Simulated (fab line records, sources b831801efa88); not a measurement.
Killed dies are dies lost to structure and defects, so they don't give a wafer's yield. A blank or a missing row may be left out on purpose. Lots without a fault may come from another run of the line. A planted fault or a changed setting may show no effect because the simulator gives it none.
Chamber matching | flow sky130 | SKY_POLY_CUT_ETCH_10 on rie_diel-03: 4 sister chambers
The step etches BARC in N2/H2, stops on SiO2, time 45.9 s, target depth 60 nm. 8 wafers are shown with their chamber, then 7 later ones without.

WAFERS WITH THEIR CHAMBER
wafer  | chamber | rf_fwd_power_W (W) | oes_product_au (a.u.)
L105.6 | 0       | 493.3              | 0.851
L117.3 | 0       | 495.5              | 0.860
L118.6 | 2       | 498.2              | 0.858
L120.1 | 3       | 492.1              | 0.858
L120.3 | 1       | 495.4              | 0.850
L120.5 | 3       | 494.6              | 0.857
L122.1 | 1       | 500.5              | 0.855
L122.4 | 2       | 495.4              | 0.856

WAFERS WITHOUT THEIR CHAMBER
wafer  | rf_fwd_power_W (W) | oes_product_au (a.u.)
L122.6 | 494.7              | 0.863
L126.1 | 500.1              | 0.856
L126.2 | 496.5              | 0.853
L126.6 | 494.3              | 0.852
L127.1 | 496.0              | 0.864
L127.5 | 494.7              | 0.861
L127.6 | 496.0              | 0.855

WHICH CHAMBER EACH WENT THROUGH
wafer  | from the rows above               | in truth
L122.6 | can't be placed: 3 or 2 or 0 or 1 | 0
L126.1 | can't be placed: 1 or 2 or 0 or 3 | 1
L126.2 | can't be placed: 1 or 2 or 0 or 3 | 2
L126.6 | can't be placed: 0 or 3 or 1 or 2 | 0
L127.1 | can't be placed: 2 or 3 or 0 or 1 | 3
L127.5 | can't be placed: 3 or 2 or 0 or 1 | 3
L127.6 | can't be placed: 2 or 0 or 1 or 3 | 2
Placed correctly: 0 of 7. Can't be placed from these rows: 7 (the true chamber is among the candidates in 7). Placed wrongly: 0.
How it was worked out, from the rows above alone: a wafer's distance from a chamber is the root of the sum, over the readings, of the square of ((its reading less the chamber's mean) divided by the reading's scatter). The wafer belongs to the nearest chamber; if the next one is less than 2 further off, it can't be placed. A chamber's mean is the mean of its shown wafers. The scatter: the root of (the sum of the squares of (reading less its chamber's mean) over the shown wafers, divided by (wafers less chambers)).
